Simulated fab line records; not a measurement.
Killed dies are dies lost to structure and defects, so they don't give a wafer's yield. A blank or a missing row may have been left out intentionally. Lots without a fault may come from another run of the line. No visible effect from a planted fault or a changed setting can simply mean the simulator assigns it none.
A lot that was struck, set against a sound lot + flow sky130 + 44 steps out of a route of 708
Sound: the wafers L567.1, L567.5, L567.6. The struck wafers were L570.1, L570.2, L570.4. The cause is named last.
Order at every step that has rows: each side's tool, ch and its chambers, its first start. Under that, the readings that differ: sound wafers + struck wafers + difference of the means + sigmas: that difference in standard deviations of wafers without a fault.
alike: words and numbers the same on both sides, and readings whose means are apart by under 2 such deviations; not compared: readings that were withheld, readings missing a value for some wafer, numbers with overlapping values and no deviation given by the record, and bounds like >300 which may hide the same value.
The two part at a step that has a row with sigmas, a row that says differs or no value, or rows on one side only. When numbers do not overlap yet have no deviation, they are printed without sigmas and do not part them. Lack of a reading on every wafer of one side parts them only where that side has two or more wafers.

first, 5 steps without rows for these wafers: SKY_FIELD_ISO_WET_ETCH_18 (etches Si3N4 in H3PO4, target depth 25 nm, time 286 s); SKY_FIELD_ISO_CLEAN_19 (cleans in SC1/SC2, time 150 s); SKY_FIELD_ISO_CLEAN_20 (cleans in dHF, time 20 s); SKY_FIELD_ISO_WET_ETCH_21 (etches SiO2 in dHF, target depth 20 nm, time 400 s); SKY_FIELD_ISO_OXIDATION_22 (stabilise 600 s, purge 300 s, target thk 10 nm).
SKY_FIELD_ISO_THK_MEAS_23:
  sound on filmMetro-02 at day 2 22:16; struck on filmMetro-02 at day 2 23:48
  alike: FIELD_ISO_OXIDATION_01_THK
then, 1 step without rows for these wafers: SKY_FIELD_ISO_CVD_24 (deposits SiO2, target thk 595 nm, time 99.2 s).
SKY_FIELD_ISO_THK_MEAS_25:
  sound on filmMetro-02 at day 2 22:23; struck on filmMetro-01 at day 2 23:56
  alike: FIELD_ISO_CVD_24_THK
then, 1 step without rows for these wafers: SKY_FIELD_ISO_ANNEAL_26 (time 1800 s).
SKY_FIELD_ISO_CMP_27: polishes, stops on Si3N4, t overpolish 16 s, target thk 457.8 nm.
  sound on cmp-01 ch 1,2, day 3 00:59; struck on cmp-01 ch 0,1,3, day 3 02:26
  alike: motorCurrentA, overpolishRunS, slurryFlowMlMin, timeToEndpointS
then, 2 steps without rows for these wafers: SKY_FIELD_ISO_WET_ETCH_28 (etches SiO2 in dHF, target depth 23.7 nm, time 47 s); SKY_FIELD_ISO_WET_ETCH_29 (etches Si3N4 in H3PO4, target depth 160 nm, time 1825 s).
SKY_FIELD_ISO_WET_ETCH_30: etches SiO2 in dHF, target depth 25 nm, time 50 s.
  sound on wetBench-03 ch 0, day 3 01:46; struck on wetBench-01 ch 1, day 3 03:16
| reading                                   | sound             | struck            | difference | sigmas |
|-------------------------------------------|-------------------|-------------------|------------|--------|
| bathHeatDutyPct (%)                       | 5.7 5.9 4.9       | 0 0 0             | -6         | -9     |
| tempC (C)                                 | 24.88 24.98 24.98 | 13.80 13.82 13.91 | -11.10     | -93    |
| model.SiO2_of_FIELD_ISO_CVD_24.thkNm (nm) | 403.7 405 403.7   | 413.9 415.4 413.3 | +10.1      |        |
then, 2 steps without rows for these wafers: SKY_NWELL_CLEAN_00 (cleans in SC1/SC2, time 150 s); SKY_NWELL_OXIDATION_01 (stabilise 600 s, purge 300 s, target thk 10 nm).
SKY_NWELL_THK_MEAS_02:
  sound on filmMetro-01 at day 3 05:04; struck on filmMetro-01 at day 3 05:08
| reading                  | sound            | struck         | difference | sigmas |
|--------------------------|------------------|----------------|------------|--------|
| NWELL_OXIDATION_THK (nm) | 9.94 10.08 10.05 | 9.58 9.75 9.69 | -0.35      | -2     |
then, 8 steps without rows for these wafers: SKY_DNWELL_DEHYDRATE_00 (time 60 s); SKY_DNWELL_HMDS_01 (prime time 60 s); SKY_DNWELL_COAT_02 (resist thk 3000 nm); SKY_DNWELL_SOFTBAKE_03; SKY_DNWELL_EXPOSE_04 (exposes mask DNM, target cd 3000 nm); SKY_DNWELL_PEB_05; SKY_DNWELL_DEVELOP_06 (develop time 60 s); SKY_DNWELL_IMPLANT_07.
SKY_DNWELL_STRIP_08: strips in O2/N2.
  sound on plasmaAsher-02 ch 0,1, day 3 20:17; struck on plasmaAsher-02 ch 0,1, day 3 21:17
  alike: drypumpMotorCurrentA, oesProductAu, stripTimeToEndpointS
  not compared: rfHoursCounterH
SKY_DNWELL_TW_MEAS_09:
  sound on filmMetro-01 at day 3 20:23; struck on filmMetro-03 at day 3 21:23
  alike: DNWELL_TW
then, 7 steps without rows for these wafers: SKY_PWDE_DEHYDRATE_00 (time 60 s); SKY_PWDE_HMDS_01 (prime time 60 s); SKY_PWDE_COAT_02 (resist thk 3022 nm); SKY_PWDE_SOFTBAKE_03; SKY_PWDE_EXPOSE_04 (exposes mask PWDEM, target cd 840 nm); SKY_PWDE_PEB_05; SKY_PWDE_DEVELOP_06 (develop time 60 s).
SKY_PWDE_OVL_MEAS_07:
  sound on overlay-02 at day 4 12:22; struck on overlay-01 at day 4 13:40
  alike: PWDE_OVL
after that, 1 step had no rows for these wafers: SKY_PWDE_IMPLANT_08.
SKY_PWDE_STRIP_09: strips in O2/N2.
  sound on plasmaAsher-01 ch 0,1, day 4 12:34; struck on plasmaAsher-04 ch 0,1, day 4 13:52
  alike: drypumpMotorCurrentA, oesProductAu, stripTimeToEndpointS
  not compared: rfHoursCounterH
SKY_PWDE_TW_MEAS_10:
  sound on filmMetro-03 at day 4 12:40; struck on filmMetro-03 at day 4 13:58
  alike: PWDE_TW
then, 5 steps without rows for these wafers: SKY_NWELL_DEHYDRATE_03 (time 60 s); SKY_NWELL_HMDS_04 (prime time 60 s); SKY_NWELL_COAT_05 (resist thk 3000 nm); SKY_NWELL_SOFTBAKE_06; SKY_NWELL_EXPOSE_07 (exposes mask NWM, target cd 840 nm).
-- the record jumps here: 24 days lie between the struck wafers' starts before and after (it left off in module NWELL and takes up again in module SALICIDE, whose first step shown is number 361 of the route) --
SKY_SALICIDE_CLEAN_00: cleans in HF-last, time 30 s.
  sound on wetBench-03 ch 0, day 29 00:58; struck on wetBench-03 ch 3, day 29 01:36
| reading                                   | sound           | struck            | difference | sigmas |
|-------------------------------------------|-----------------|-------------------|------------|--------|
| model.SiO2_of_FIELD_ISO_CVD_24.thkNm (nm) | 358 359.3 357.9 | 368.4 369.9 367.7 | +10.3      |        |
-- the record jumps here: 18 days lie between the struck wafers' starts before and after (it left off in module SALICIDE and takes up again in module PAD_OPEN, whose first step shown is number 708 of the route) --
SKY_PAD_OPEN_PROBE_99:
  sound on prober-02 at day 46 14:43; struck on prober-01 at day 46 15:58
  alike: killed_at_M0_to_M3, killed_at_M4_up, killedAtContacts, killedAtFrontEnd, killedAtOther, killedDies, killedOpen, killedShort
  not compared: model.etest.capLiToPoly.cAfUm2, model.etest.sramNfetPass.offLog10AUm

## WHERE THEY PART
At SKY_FIELD_ISO_WET_ETCH_30 first; at SKY_NWELL_THK_MEAS_02 last (within this record only). Later steps at which nothing parts them and some readings are alike: SKY_DNWELL_STRIP_08, SKY_DNWELL_TW_MEAS_09, SKY_PWDE_OVL_MEAS_07, SKY_PWDE_STRIP_09, SKY_PWDE_TW_MEAS_10, SKY_PAD_OPEN_PROBE_99.

WHY: what the simulator had put in
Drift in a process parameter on wetBench-01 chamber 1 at SKY_FIELD_ISO_WET_ETCH_30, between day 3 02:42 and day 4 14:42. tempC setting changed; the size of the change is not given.
